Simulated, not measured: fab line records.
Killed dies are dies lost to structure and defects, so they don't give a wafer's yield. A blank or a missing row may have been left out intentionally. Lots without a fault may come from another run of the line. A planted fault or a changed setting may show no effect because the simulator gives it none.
Problem report, 8D (eight disciplines) form, completed by code || flow gf180mcu || the parts of the form that need people (team, actions taken, sign-off) are left out

## 1. PROBLEM STATEMENT
At GF_SAB_WET_ETCH_12, run length s averages 185.2 s over 6 wafers from 2 lots, while fault-free wafers read 467.4 s, standard deviation 2.9. Measured from the usual mean, that is -97 standard deviations.
The step: etches SiO2 in dHF, target depth 22 nm, time 440 s.
First seen on wafer L861.1, day 18 05:11, on wet bench-02. Wafers with a number at this step in the record: 42, from 14 lots. Rule for "out", or "out of limits": more than 4 standard deviations from the usual mean. The rest of the wafers with a number are treated as sound.

## 2. WHAT IT IS AND WHAT IT IS NOT
{"question": "which readings at this step", "is": "run length s", "is not": "-"}
{"question": "which lots", "is": "L861, L863", "is not": "L855, L856, L857, L858, L859, L862, L864, L872, L873, L874, L876, L877"}
{"question": "which wafers of those lots", "is": "all that have a number", "is not": "-"}
{"question": "read on which tools", "is": "wet bench-02", "is not": "wet bench-01, wet bench-04"}
{"question": "when", "is": "from day 18 05:11", "is not": "up to then (15 sound wafers); but 21 sound wafers of L862, L864, L872, L873, L874, L876, L877 came after"}

## 3. WHAT RULES OUT EACH SUSPECT
Counting: any tool at a process step up to the reading is kept as a suspect provided that every lot that is out went through it and no sound lot did after the first of them.
- wet bench-02 at GF_SAB_WET_ETCH_12 (etches SiO2 in dHF, target depth 22 nm, time 440 s): kept. It processed each lot that is out, first L861 at day 18 05:11, and no sound lot thereafter; up to then, the last sound lot it processed was L858 at day 16 21:55. Its own run length s readings are out on those wafers.
After counting, what remains is wet bench-02 at GF_SAB_WET_ETCH_12.

## 4. THE CAUSE (what the simulator had put in)
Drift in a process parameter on wet bench-02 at GF_SAB_WET_ETCH_12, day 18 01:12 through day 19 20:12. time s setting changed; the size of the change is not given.
Only this tool survived the counting.

## 5. SEQUENCE OF EFFECTS, ordered by route
Each row: a reading where the mean over the struck wafers with a number is more than 3 standard deviations away from the usual. Only readings for which the record gives a usual standard deviation are gone through. hours: the time from each lot's start at the first step in this table that gives one to its start at this step, as a median over the lots. sigmas: the change in usual standard deviations.
{"hours": 0, "step": "GF_SAB_WET_ETCH_12", "reading": "run length s", "usual": "467.4 s", "on struck wafers": 185.2, "change": -282.2, "sigmas": -97}
Process steps it contains:
- GF_SAB_WET_ETCH_12: etches SiO2 in dHF, target depth 22 nm, time 440 s.

## 6. HOW IT WOULD HAVE BEEN CAUGHT EARLIER
The fault began at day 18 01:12; the first out-of-limits reading in this record came at day 18 05:11, 4 hours later.
